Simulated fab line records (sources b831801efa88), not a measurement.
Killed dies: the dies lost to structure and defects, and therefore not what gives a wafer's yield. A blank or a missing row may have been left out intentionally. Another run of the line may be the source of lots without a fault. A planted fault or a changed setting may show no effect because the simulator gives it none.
Problem report, 8D (eight disciplines) form, completed by code || flow sky130 || the parts of the form that need people (team, actions taken, sign-off) are left out

1. PROBLEM STATEMENT
cathode-dc-power-W at SKY_METAL5_SPUTTER_04 reads a mean of 6245.3 W on 3 wafers of 2 lots; wafers without a fault read 6500.1 W with a standard deviation of 1.1. That is -99 or more standard deviations from the usual mean.
The step: material TiN, target thk 70 nm, time 58.3 s.
Earliest sighting: wafer L720.2 on pvd-sputter-01 at day 46 16:31. The record has a number at this step for 18 wafers belonging to 6 lots. By rule, "out" or "out of limits" means more than 4 standard deviations away from the usual mean. The other wafers with a number count as sound.

2. WHAT IT IS, AND WHAT IT ISN'T
{"question": "which readings at this step", "is": "cathode-dc-power-W", "is not": "throttle-valve-pct"}
{"question": "which lots", "is": "L720, L721", "is not": "L707, L722, L727, L728"}
{"question": "which wafers of those lots", "is": "L720.2, L720.5, L721.1", "is not": "L720.1, L721.3, L721.4"}
{"question": "read on which tools", "is": "pvd-sputter-01", "is not": "pvd-sputter-03, pvd-sputter-04"}
{"question": "when", "is": "from day 46 16:31", "is not": "up to then (4 sound wafers); but 11 sound wafers of L721, L722, L727, L728 came after"}

3. WHAT RULES OUT EACH SUSPECT
Counting: any tool at a process step up to the reading remains a suspect provided it ran every lot that is out. Sound lots after the first of them don't rule it out here, since some wafers of a struck lot are sound.
- pvd-sputter-01 at SKY_METAL5_SPUTTER_00 (material Ti, target thk 15 nm, time 10 s): kept. Ran every lot that is out, first one L720 (day 46 16:24); last sound lot up to then L707 (day 43 08:05).
- pvd-sputter-01 at SKY_METAL5_SPUTTER_01 (material TiN, target thk 20 nm, time 16.7 s): kept. Ran every lot that is out, first one L720 (day 46 16:25); last sound lot up to then L707 (day 43 08:06).
- pvd-sputter-01 at SKY_METAL5_SPUTTER_03 (material Ti, target thk 5 nm, time 3.3 s): kept. Ran every lot that is out, first one L720 (day 46 16:30); last sound lot up to then L707 (day 43 08:11).
- pvd-sputter-01 at SKY_METAL5_SPUTTER_04 (material TiN, target thk 70 nm, time 58.3 s): kept. Ran every lot that is out, first one L720 (day 46 16:31); last sound lot up to then L707 (day 43 08:12). Its own cathode-dc-power-W readings are out on those wafers.
Left after counting: pvd-sputter-01 at SKY_METAL5_SPUTTER_00, pvd-sputter-01 at SKY_METAL5_SPUTTER_01, pvd-sputter-01 at SKY_METAL5_SPUTTER_03, pvd-sputter-01 at SKY_METAL5_SPUTTER_04.

4. THE CAUSE (what the simulator had put in)
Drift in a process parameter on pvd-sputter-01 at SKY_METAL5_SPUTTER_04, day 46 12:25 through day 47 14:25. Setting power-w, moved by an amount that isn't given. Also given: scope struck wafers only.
Of the 4 suspects that counting leaves, this tool is one.

5. THE CHAIN OF EFFECTS, in route order
Each row: a reading whose mean over the struck wafers that have a number lies more than 3 standard deviations from the usual. Only readings whose record carries a usual standard deviation are examined. hours: median over the lots of the time between each lot's start at the first step of this table that gives one and its start at this step. sigmas: the change, counted in usual standard deviations.
{"hours": 0, "step": "SKY_METAL5_SPUTTER_04", "reading": "cathode-dc-power-W", "usual": "6500.1 W", "on struck wafers": 6245.3, "change": -254.8, "sigmas": "-99 or more"}
Here are the process steps it includes:
- SKY_METAL5_SPUTTER_04: material TiN, target thk 70 nm, time 58.3 s.
Later steps that measure or inspect, where all struck wafers having a row at the step show a number for every such reading and not one has moved that far: SKY_METAL5_RS_MEAS_05, SKY_METAL5_THK_MEAS_06.

6. HOW IT WOULD HAVE BEEN CAUGHT EARLIER
In this record no reading fell out of limits until day 46 16:31, 4 hours after the fault had begun at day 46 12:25.
